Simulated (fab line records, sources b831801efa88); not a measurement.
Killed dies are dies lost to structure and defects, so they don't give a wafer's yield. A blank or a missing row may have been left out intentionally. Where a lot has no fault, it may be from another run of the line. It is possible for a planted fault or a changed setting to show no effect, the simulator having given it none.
The tool behind it: which one? -- flow sky130 -- 36 wafers from 12 lots sampled at 3 of the route's 708 steps

WHAT EACH GAUGE READ, for each wafer
SKY_CONTACT_RS_MEAS_25: a four-point-probe measurement.
lot,measured,on,CONTACT_W_RS (ohm/sq)
L075,day 31 23:38,film metro-04,0.343 0.340 0.338
L077,day 32 20:35,film metro-04,0.332 0.331 0.335
L079,day 33 06:00,film metro-04,0.336 0.337 0.335
L081,day 33 23:04,film metro-03,0.333 0.336 0.339
L083,day 34 12:43,film metro-03,0.331 0.334 0.331
L085,day 35 06:56,film metro-02,0.345 0.340 0.340
L087,day 35 22:58,film metro-02,0.335 0.334 0.339
L089,day 36 18:02,film metro-02,0.339 0.338 0.332
L091,day 37 07:14,film metro-02,0.336 0.334 0.331
L093,day 37 18:11,film metro-03,0.333 0.336 0.341
L095,day 38 09:20,film metro-03,0.332 0.336 0.336
L097,day 39 10:06,film metro-04,0.330 0.336 0.335

WHAT TOOL EACH LOT RAN ON (gives the tool, then ch and the chambers of the sampled wafers, and finally the start)
lot,SKY_CONTACT_ETCH_16,SKY_CONTACT_CVD_24
L075,"rie diel-01 ch 0,3, day 31 22:40","cvd w-01 ch 0,1, day 31 23:31"
L077,"rie diel-03 ch 0,1,3, day 32 19:41","cvd w-01 ch 0, day 32 20:29"
L079,"rie diel-04 ch 1,3, day 33 05:04","cvd w-01 ch 0,1, day 33 05:53"
L081,"rie diel-03 ch 1,2,3, day 33 21:43","cvd w-02 ch 0,1, day 33 22:56"
L083,"rie diel-04 ch 1,3, day 34 11:47","cvd w-01 ch 0,1, day 34 12:37"
L085,"rie diel-03 ch 1,2, day 35 06:02","cvd w-02 ch 0,1, day 35 06:50"
L087,"rie diel-04 ch 0,1,2, day 35 22:04","cvd w-02 ch 0,1, day 35 22:51"
L089,"rie diel-04 ch 1,2, day 36 17:05","cvd w-01 ch 0,1, day 36 17:55"
L091,"rie diel-04 ch 0,1,3, day 37 06:20","cvd w-01 ch 0,1, day 37 07:08"
L093,"rie diel-01 ch 0,1,3, day 37 17:16","cvd w-02 ch 0,1, day 37 18:03"
L095,"rie diel-04 ch 1,3, day 38 08:26","cvd w-01 ch 0,1, day 38 09:14"
L097,"rie diel-03 ch 1,2, day 39 09:10","cvd w-02 ch 0,1, day 39 09:59"
- SKY_CONTACT_ETCH_16: etches BARC in N2/H2, stops on SiO2, time 45.9 s, target depth 60 nm.
- SKY_CONTACT_CVD_24: deposits W, target thk 340 nm, time 102.12 s.

THE ANSWER, worked out from the rows above alone
Rule: what is usual is taken from the lots themselves. Put in order of their means at a reading, lots are off if they are a third of the lots or fewer, leave a main group of 4 or more, and stand apart from it by a gap of 3 or more times the standard deviation of the main group's means; of several such gaps the widest counts. Not used: any main group whose means are identical at the precision the tables above print for the reading. Also off: a lot with no number at a reading for which 4 or more lots have one. All remaining lots with rows at the step are treated as sound.
Across all readings shown, no lot is off: no conclusion can be drawn from this.

WHAT HAD BEEN PUT IN BY THE SIMULATOR
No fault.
